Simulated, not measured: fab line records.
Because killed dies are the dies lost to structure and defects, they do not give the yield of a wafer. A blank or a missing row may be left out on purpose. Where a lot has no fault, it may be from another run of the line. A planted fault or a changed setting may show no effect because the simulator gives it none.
The tool behind it: which one? / flow sky130 / Sampling: 6 lots, 18 wafers, 2 of 708 route steps

WHAT THE GAUGES READ, wafer by wafer
SKY_CAP2M_OVL_MEAS_12.
lot=L977; measured=day 42 08:46; on=overlay-01; CAP2M_OVL (nm)=1.1 1.1 0.3
lot=L979; measured=day 43 09:01; on=overlay-01; CAP2M_OVL (nm)=1.0 1.7 0.8
lot=L982; measured=day 43 12:52; on=overlay-01; CAP2M_OVL (nm)=1.2 -0.2 -0.3
lot=L986; measured=day 44 19:13; on=overlay-01; CAP2M_OVL (nm)=1.0 0.8 -0.3
lot=L990; measured=day 46 08:31; on=overlay-02; CAP2M_OVL (nm)=0.2 1.4 1.8
lot=L992; measured=day 47 00:37; on=overlay-01; CAP2M_OVL (nm)=-0.1 -0.5 0.6

WHAT TOOL EACH LOT RAN ON (gives the tool, then ch and the chambers of the sampled wafers, and finally the start)
lot=L977; SKY_CAP2M_CVD_00=pecvd-01 ch 0,1,2, day 41 08:53
lot=L979; SKY_CAP2M_CVD_00=pecvd-02 ch 0,1, day 42 09:47
lot=L982; SKY_CAP2M_CVD_00=pecvd-02 ch 0,1,2, day 42 13:35
lot=L986; SKY_CAP2M_CVD_00=pecvd-03 ch 0,2, day 43 22:35
lot=L990; SKY_CAP2M_CVD_00=pecvd-01 ch 0,1,2, day 45 11:22
lot=L992; SKY_CAP2M_CVD_00=pecvd-03 ch 1,2, day 46 03:38
- SKY_CAP2M_CVD_00: deposits SiO2, target thk 15.5 nm.

THE ANSWER, worked out from the rows above alone
Rule: usual is defined by the lots themselves. The widest of any qualifying gaps counts: lots, ordered by their means at a reading, are off when they make up no more than a third of the lots, leave a main group of 4 or more, and stand apart from it by 3 or more times the standard deviation of that group's means. A main group is skipped when, at the precision printed for the reading in the tables above, its means are all equal. A lot without any number at a reading at which 4 lots or more have one is off too. All remaining lots with rows at the step are treated as sound.
Across all readings shown, no lot is off: no conclusion can be drawn from this.

WHAT THE SIMULATOR PUT IN
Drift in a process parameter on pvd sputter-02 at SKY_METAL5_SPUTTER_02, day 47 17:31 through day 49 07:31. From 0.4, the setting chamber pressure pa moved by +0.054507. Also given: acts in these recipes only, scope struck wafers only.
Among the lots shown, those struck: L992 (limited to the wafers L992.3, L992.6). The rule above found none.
